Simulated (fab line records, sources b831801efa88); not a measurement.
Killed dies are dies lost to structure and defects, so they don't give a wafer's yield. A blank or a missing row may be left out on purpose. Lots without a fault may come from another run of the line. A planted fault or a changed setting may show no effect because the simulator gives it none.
Tool commonality check | flow sky130 | 10 lots, 30 wafers sampled

WHY IT WAS OPENED
At SKY_POLY_GATE_THK_MEAS_01 the reading POLY_GATE_CVD_00_THK is flagged on 1 of 10 lots. Wafers without a fault read 180.6 nm, standard deviation 1.8.
Rule: a lot is flagged when every wafer of it that has a number lies more than 4 standard deviations from that mean, or none has a number. The other lots count as sound.

lot  | measured     | on            | POLY_GATE_CVD_00_THK (nm), wafer by wafer | flag
L225 | day 13 17:17 | film_metro-01 | 180.7 180.4 180.3                         |
L227 | day 14 16:27 | film_metro-02 | 181.9 181.1 182.1                         |
L231 | day 15 21:39 | film_metro-02 | 163.7 161.5 163.6                         | FLAGGED
L240 | day 19 17:50 | film_metro-01 | 182.0 181.6 181.9                         |
L241 | day 19 19:04 | film_metro-04 | 178.8 179.5 177.9                         |
L242 | day 20 12:58 | film_metro-04 | 181.8 181.8 180.4                         |
L244 | day 20 19:38 | film_metro-02 | 179.8 178.1 180.3                         |
L246 | day 22 18:21 | film_metro-02 | 178.4 179.5 180.4                         |
L248 | day 22 18:21 | film_metro-01 | 180.5 181.8 180.8                         |
L247 | day 22 19:35 | film_metro-02 | 184.1 183.0 184.0                         |
The numbers of the flagged lots are 162.9 nm on average: -17.7 nm against the usual, or -10 standard deviations.

WHICH TOOL RAN EACH LOT
The record holds 1 process step before the reading, out of a route of 708 steps. In each cell: the tool, then ch and the chambers that the sampled wafers went through, then the start.
lot  | flag    | SKY_POLY_GATE_CVD_00
L225 |         | lpcvd-01 ch 1, day 13 16:05
L227 |         | lpcvd-01 ch 1, day 14 15:15
L231 | FLAGGED | lpcvd-01 ch 0, day 15 20:26
L240 |         | lpcvd-01 ch 1, day 19 16:38
L241 |         | lpcvd-01 ch 0, day 19 17:50
L242 |         | lpcvd-01 ch 1, day 20 11:44
L244 |         | lpcvd-01 ch 0, day 20 18:26
L246 |         | lpcvd-01 ch 1, day 22 17:08
L248 |         | lpcvd-01 ch 0, day 22 17:08
L247 |         | lpcvd-01 ch 1, day 22 18:23
What these steps do:
- SKY_POLY_GATE_CVD_00: deposits poly-Si, target thk 180 nm, time 720 s.
- SKY_POLY_GATE_THK_MEAS_01

FLAGGED OVER TOTAL, TOOL BY TOOL (the gauges that took the reading come last)
step                      | tool          | lots run | flagged | share of the flagged lots | sound lots run after its first flagged lot
SKY_POLY_GATE_CVD_00      | lpcvd-01      | 10       | 1       | all                       | 7 (L240,L241,L242,L244,L246,L248,L247)
SKY_POLY_GATE_THK_MEAS_01 | film_metro-01 | 3        | 0       | none                      | -
SKY_POLY_GATE_THK_MEAS_01 | film_metro-02 | 5        | 1       | all                       | 3 (L244,L246,L247)
SKY_POLY_GATE_THK_MEAS_01 | film_metro-04 | 2        | 0       | none                      | -

WHAT THE TABLE ALLOWS
2 rows of the table ran every flagged lot: lpcvd-01 at SKY_POLY_GATE_CVD_00, film_metro-02 at SKY_POLY_GATE_THK_MEAS_01.
- lpcvd-01 at SKY_POLY_GATE_CVD_00: 1 of its 10 lots flagged. Sound lots ran on it after the first flagged one (L240, L241, L242, L244, L246, L248, L247), which a lasting fault on the whole tool wouldn't allow. Its own readings lie more than 4 standard deviations out on every wafer of the flagged lots: susceptor_temp_C.
- film_metro-02 at SKY_POLY_GATE_THK_MEAS_01: 1 of its 5 lots flagged. Sound lots ran on it after the first flagged one (L244, L246, L247), which a lasting fault on the whole tool wouldn't allow.
No row of the table ran every flagged lot and no sound lot after the first.

WHAT THE SIMULATOR HAD PUT IN
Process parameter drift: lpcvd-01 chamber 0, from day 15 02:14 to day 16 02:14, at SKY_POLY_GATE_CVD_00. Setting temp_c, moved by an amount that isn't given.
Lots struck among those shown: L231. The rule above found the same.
